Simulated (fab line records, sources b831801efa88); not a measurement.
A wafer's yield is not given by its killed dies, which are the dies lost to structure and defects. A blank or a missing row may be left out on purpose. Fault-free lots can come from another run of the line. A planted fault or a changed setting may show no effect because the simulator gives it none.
Problem report in the 8D (eight disciplines) form, filled by code / flow gf180mcu / the parts of the form that need people (team, actions taken, sign-off) are left out

== 1. WHAT IS WRONG ==
Across 9 wafers from 3 lots, PSD_TW at GF_PSD_TW_MEAS_11 averages 2936, while fault-free wafers read 3174 with a standard deviation of 23. Measured from the usual mean, that is -10 standard deviations.
First seen on wafer L726.3, day 16 21:02, on filmMetro-02. At this step, 30 wafers from 10 lots have a number in the record. By rule, "out" or "out of limits" means more than 4 standard deviations away from the usual mean. The other wafers with a number count as sound.

== 2. WHAT THIS IS AND IS NOT ==
question=which readings at this step | is=PSD_TW | is not=-
question=which lots | is=L726, L728, L729 | is not=L721, L724, L734, L736, L737, L739, L740
question=which wafers of those lots | is=all that have a number | is not=-
question=read on which gauges | is=filmMetro-02, filmMetro-04 | is not=filmMetro-03
question=when | is=from day 16 21:02 | is not=up to then (6 sound wafers); but 15 sound wafers of L734, L736, L737, L739, L740 came after

== 3. THE SUSPECTS, EACH WITH WHAT RULES IT OUT ==
Counting: a tool stays on the suspect list if, at a process step up to the reading, it processed all lots that are out and no sound lot following the first of them.
- the gauge at GF_PSD_TW_MEAS_11 has been ruled out. 2 gauges (filmMetro-02, filmMetro-04) read the wafers that are out.
- implanter-03 at GF_PSD_IMPLANT_09: ruled out as a lasting fault. Sound lots L737, L739 ran on it after its first lot that is out, L726 (day 16 20:49).
Left after counting: nothing in the record.

== 4. THE CAUSE (what the simulator had put in) ==
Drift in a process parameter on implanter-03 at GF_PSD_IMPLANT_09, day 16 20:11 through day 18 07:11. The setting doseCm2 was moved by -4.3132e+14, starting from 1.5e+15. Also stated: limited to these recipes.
Counting ruled it out, wrongly: the rule takes a fault to strike every lot that its tool runs from its start on, and this one did not.

== 5. THE CHAIN OF EFFECTS, in route order ==
One row per reading whose mean, taken over the struck wafers that have a number, lies over 3 standard deviations from the usual. Readings are gone through only where the record gives a usual standard deviation; hours: the median, over the lots, of the time from a lot's start at the first step in this table giving one to that lot's start at this step; sigmas: the change measured in usual standard deviations.
hours=0; step=GF_PSD_IMPLANT_09; reading=doseIonsCm2; usual=1.4999e+15; on struck wafers=1.0686e+15; change=-4.3127e+14; sigmas=-99 or more
hours=0; step=GF_PSD_IMPLANT_09; reading=endStationPressureTorr; usual=1.16e-05 Torr; on struck wafers=9.87e-06; change=-1.73e-06; sigmas=-3.3
hours=0; step=GF_PSD_IMPLANT_09; reading=faradayCurrentUA; usual=8256; on struck wafers=5937; change=-2319; sigmas=-14
hours=0; step=GF_PSD_STRIP_10; reading=oesProductAu; usual=0.592 a.u.; on struck wafers=0.615; change=+0.023; sigmas=+4.4
hours=0; step=GF_PSD_STRIP_10; reading=stripTimeToEndpointS; usual=16.53 s; on struck wafers=15.50; change=-1.03; sigmas=-25
hours=0; step=GF_PSD_TW_MEAS_11; reading=PSD_TW; usual=3174; on struck wafers=2936; change=-238; sigmas=-10
hours=1; step=GF_PSD_RS_MEAS_15; reading=PSD_RS; usual=108.61 ohm/sq; on struck wafers=128.43; change=+19.82; sigmas=+73
Here are the process steps it includes:
- GF_PSD_IMPLANT_09
- GF_PSD_STRIP_10: strips in O2/N2.
At these later measuring or inspecting steps, every struck wafer for which the step has a row has a number for every such reading, and none has moved that far: GF_SAB_OVL_MEAS_10.

== 6. WHAT WOULD HAVE CAUGHT IT SOONER ==
In this record the first reading out of limits at a measuring or inspecting step was taken at day 16 21:02, 1 hour after the fault began at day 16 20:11.
The tool's own readings at GF_PSD_IMPLANT_09 were out on every struck wafer that the step has a row for (doseIonsCm2, faradayCurrentUA): an alarm limit on them would have fired on the first of those.
